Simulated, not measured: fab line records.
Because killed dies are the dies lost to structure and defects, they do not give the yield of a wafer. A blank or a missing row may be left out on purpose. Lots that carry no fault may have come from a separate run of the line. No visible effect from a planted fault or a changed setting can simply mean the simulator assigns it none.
Which tool is to blame? -- flow gf180mcu -- Sampling: 14 lots, 42 wafers, 2 of 602 route steps

## WHAT EACH GAUGE READ, for each wafer
GF_M4_OVL_MEAS_15. Usual: M4_OVL 2 nm, standard deviation 5.3.
lot,measured,on,M4_OVL (nm),flag
L866,day 23 18:24,overlay-01,12 4 3,
L867,day 24 01:50,overlay-01,1 -1 -3,
L869,day 24 21:01,overlay-02,5 3 -6,
L870,day 25 06:37,overlay-01,10 7 1,
L873,day 25 21:08,overlay-01,-6 5 5,
L872,day 26 02:46,overlay-02,2 8 1,
L874,day 26 11:36,overlay-02,4 6 2,
L878,day 27 14:12,overlay-02,-3 -4 -4,
L879,day 27 20:35,overlay-02,-6 -5 2,
L881,day 28 09:37,overlay-01,12 7 4,
L884,day 29 06:37,overlay-01,5 2 -3,
L886,day 29 19:17,overlay-02,6 3 4,
L888,day 30 07:07,overlay-02,2 -2 -5,
L889,day 30 12:22,overlay-02,2 2 7,

GF_V4_BOW_MEAS_05. Usual: V4_BOW 135 um, standard deviation 9.1.
lot,measured,on,V4_BOW (um),flag
L866,day 23 19:55,film-metro-01,131 124 134,
L867,day 24 03:05,film-metro-01,125 125 137,
L869,day 24 22:58,film-metro-02,132 122 135,
L870,day 25 07:52,film-metro-01,136 133 125,
L873,day 25 22:23,film-metro-02,147 145 132,
L872,day 26 04:04,film-metro-02,145 147 146,
L874,day 26 12:52,film-metro-04,123 119 126,
L878,day 27 15:29,film-metro-01,140 128 144,
L879,day 27 21:50,film-metro-01,138 142 140,
L881,day 28 10:53,film-metro-04,144 142 149,
L884,day 29 08:08,film-metro-01,111 128 124,
L886,day 29 20:38,film-metro-01,119 129 131,
L888,day 30 08:23,film-metro-01,136 147 132,
L889,day 30 13:36,film-metro-04,134 131 130,

## WHAT TOOL EACH LOT RAN ON (gives the tool, then ch and the chambers of the sampled wafers, and finally the start)
No process step before these readings appears in the record.

## WHAT THE TOOLS THEMSELVES READ (means of the sampled wafers that have a number; where no wafer has one, the mark that the record gives instead)
The record holds no such reading with a usual standard deviation.

## THE ANSWER, worked out from the rows above alone
Rule: take the mean of a lot's wafers that have a number; if it is more than 3 standard deviations from the usual mean, the lot is off. A lot without any number at a reading at which 4 lots or more have one is off too. Where the step has rows for the other lots, those lots are counted as sound. Order of review: gauges by route order, followed by the tools' own readings, for which a lot's mean as printed above is used. The first step at which some lot is off is used, and at that step the reading that is off furthest; a lot without a number counts as furthest.
No lot is off at any reading shown: from this, nothing can be told.

## WHAT WAS PUT IN BY THE SIMULATOR
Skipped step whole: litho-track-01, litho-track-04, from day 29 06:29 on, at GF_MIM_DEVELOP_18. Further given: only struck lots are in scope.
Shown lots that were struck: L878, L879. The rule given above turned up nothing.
